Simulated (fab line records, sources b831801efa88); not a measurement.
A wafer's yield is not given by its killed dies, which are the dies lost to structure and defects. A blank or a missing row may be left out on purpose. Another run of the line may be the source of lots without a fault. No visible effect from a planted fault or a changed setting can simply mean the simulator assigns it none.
The same fault as seen by 2 desks -- flow sky130 -- each desk has only its own numbers; what lay behind them comes last

## DESK OF THE TOOL OWNER: implanter-02
The tool's own readings at SKY_LDD_N_IMPLANT_15, given as means over the sampled wafers that have a number, one for each lot that went through this tool. A lot is out of limits, marked OUT, if its mean lies more than 4 standard deviations from the usual mean; the brackets give that distance.
Columns: A = dose ions cm2 at SKY_LDD_N_IMPLANT_15, usual 4.999e+12; B = faraday current uA at SKY_LDD_N_IMPLANT_15, usual 28.2
lot,first seen here,A,B
L522,day 22 21:07,3.151e+12 (-99 or more) OUT,17.7 (-20) OUT
L523,day 22 23:04,3.157e+12 (-99 or more) OUT,17.8 (-20) OUT
L533,day 26 00:28,4.998e+12,28.3
Finding of this desk: L522, L523 out of limits; the first was L522 at day 22 21:07, on dose ions cm2 at SKY_LDD_N_IMPLANT_15. L533 stayed within limits.

## THE METROLOGY DESK
What the gauges read, lot by lot, whatever tool the lot ran on: means of the sampled wafers that have a number. A lot is out of limits, marked OUT, if its mean lies more than 4 standard deviations from the usual mean; the brackets give that distance.
Columns: A = LDD_N_OVL at SKY_LDD_N_OVL_MEAS_07, usual -1.4 nm
lot,first seen here,A
L512,day 18 08:14,-2.3
L522,day 22 19:59,-0.8
L523,day 22 21:58,-1.3
L529,day 24 13:19,-1.4
L530,day 24 16:08,-1.4
L533,day 25 23:22,-0.1
This desk's verdict: no lot among the 6 shows anything out of limits.

## ALL TOGETHER
On L522, L523, at day 22 21:07, an alarm was possible from the tool owner's desk.
Metrology desk: nothing out of limits seen.
The metrology desk has L522, L523 on record, within its limits.
All the named lots went through SKY_LDD_N_IMPLANT_15 on implanter-02.

## WHAT THE SIMULATOR HAD INSERTED
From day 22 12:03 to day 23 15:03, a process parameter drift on implanter-02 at SKY_LDD_N_IMPLANT_15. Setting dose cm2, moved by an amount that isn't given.
Shown lots that were struck: L522, L523.
Delay in hours, fault start to first out-of-limits reading, by desk: the tool owner's desk at 9.
